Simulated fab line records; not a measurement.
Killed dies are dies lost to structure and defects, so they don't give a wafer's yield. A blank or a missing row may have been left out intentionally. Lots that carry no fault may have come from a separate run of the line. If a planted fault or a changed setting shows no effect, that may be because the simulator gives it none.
Which tool was responsible?	flow sky130	45 wafers from 15 lots sampled at 3 of the route's 708 steps

## WHAT THE GAUGES SHOWED, per wafer
SKY_METAL4_OVL_MEAS_14. Usual: for METAL4_OVL the level is 0 nm and the standard deviation is 6.8.
lot	measured	on	METAL4_OVL (nm)	flag
L599	day 41 12:01	overlay-01	9 9 6	
L600	day 42 01:08	overlay-02	-2 2 -7	
L601	day 42 03:31	overlay-01	-4 -5 -3	
L602	day 42 20:04	overlay-02	1 2 1	
L603	day 42 23:14	overlay-01	-11 2 -7	
L605	day 43 04:55	overlay-02	-7 -7 2	
L607	day 44 06:28	overlay-01	10 9 6	
L610	day 44 21:31	overlay-01	-2 0 -3	
L611	day 45 04:58	overlay-01	10 9 2	
L615	day 46 06:58	overlay-01	-2 -11 -4	
L617	day 46 13:07	overlay-02	-9 -8 -9	
L616	day 46 16:16	overlay-01	17 20 19	
L620	day 47 06:23	overlay-02	2 1 2	
L622	day 47 13:52	overlay-02	-14 -7 -6	
L621	day 47 18:44	overlay-01	7 7 -3	

SKY_METAL5_RS_MEAS_05: uses a four-point probe to measure. Usual: for METAL5_ALCU_RS the level is 0.02697 ohm/sq and the standard deviation is 0.00025.
lot	measured	on	METAL5_ALCU_RS (ohm/sq)	flag
L599	day 42 15:10	film metro-04	0.02674 0.02715 0.02693	
L600	day 43 03:44	film metro-04	0.02734 0.02744 0.02737	
L601	day 43 06:14	film metro-03	0.027 0.02669 0.02698	
L602	day 43 22:21	film metro-03	0.02703 0.02733 0.02707	
L603	day 44 01:19	film metro-03	0.02734 0.02694 0.02693	
L605	day 44 06:22	film metro-03	0.02724 0.02714 0.02722	
L607	day 45 08:05	film metro-04	0.02688 0.0266 0.02687	
L610	day 45 21:54	film metro-04	0.0268 0.02679 0.02675	
L611	day 46 05:07	film metro-03	0.02709 0.027 0.02733	
L615	day 47 06:23	film metro-03	0.02709 0.0269 0.02681	
L617	day 47 12:07	film metro-04	0.02675 0.02672 0.02697	
L616	day 47 15:22	film metro-04	0.02745 0.02738 0.02743	
L620	day 48 05:03	film metro-03	0.02663 0.02661 0.02686	
L622	day 48 12:31	film metro-02	0.02695 0.02686 0.02679	
L621	day 48 16:43	film metro-03	0.02692 0.02696 0.02717	

## WHICH TOOL RAN EACH LOT (tool, then ch and the chambers of the sampled wafers, then the start)
lot	SKY_VIA4_ETCH_12
L599	rie diel-04 ch 0,2, day 42 13:34
L600	rie diel-04 ch 0,1,2, day 43 02:08
L601	rie diel-02 ch 0,2,3, day 43 04:29
L602	rie diel-04 ch 0,1,3, day 43 20:17
L603	rie diel-02 ch 0,1,2, day 43 23:47
L605	rie diel-01 ch 1,2,3, day 44 04:25
L607	rie diel-04 ch 0,1,2, day 45 05:52
L610	rie diel-02 ch 0,3, day 45 20:20
L611	rie diel-04 ch 2,3, day 46 03:29
L615	rie diel-04 ch 1,2, day 47 04:47
L617	rie diel-04 ch 0,1,2, day 47 10:20
L616	rie diel-01 ch 0,2, day 47 13:44
L620	rie diel-04 ch 0,1, day 48 03:16
L622	rie diel-01 ch 0,2,3, day 48 10:58
L621	rie diel-04 ch 0,1,3, day 48 15:10
- SKY_VIA4_ETCH_12: etches SiO2 in C4F8/O2/Ar, stops on TiN, target depth 580 nm.

## AS READ BY THE TOOLS THEMSELVES (means over the sampled wafers that have a number; for cases with no such wafer, the mark the record gives instead)
SKY_VIA4_ETCH_12. Usual: oes product au 0.926 a.u., standard deviation 0.0049.
lot	tool	oes product au (a.u.)	flag
L599	rie diel-04	0.924	
L600	rie diel-04	0.930	
L601	rie diel-02	0.926	
L602	rie diel-04	0.926	
L603	rie diel-02	0.921	
L605	rie diel-01	0.927	
L607	rie diel-04	0.922	
L610	rie diel-02	0.918	
L611	rie diel-04	0.930	
L615	rie diel-04	0.927	
L617	rie diel-04	0.928	
L616	rie diel-01	0.926	
L620	rie diel-04	0.926	
L622	rie diel-01	0.927	
L621	rie diel-04	0.929	

## THE ANSWER, worked out from the rows above alone
Rule: take the mean of a lot's wafers that have a number; if it is more than 3 standard deviations from the usual mean, the lot is off. Also off: a lot with no number at a reading for which 4 or more lots have one. Any other lot the step has rows for is counted as sound. Order of review: gauges by route order, followed by the tools' own readings, for which a lot's mean as printed above is used. The first step at which some lot is off is used, and at that step the reading that is off furthest; a lot without a number counts as furthest.
No lot is off on any of the readings shown, so nothing can be concluded from this.

## WHAT WAS PUT IN BY THE SIMULATOR
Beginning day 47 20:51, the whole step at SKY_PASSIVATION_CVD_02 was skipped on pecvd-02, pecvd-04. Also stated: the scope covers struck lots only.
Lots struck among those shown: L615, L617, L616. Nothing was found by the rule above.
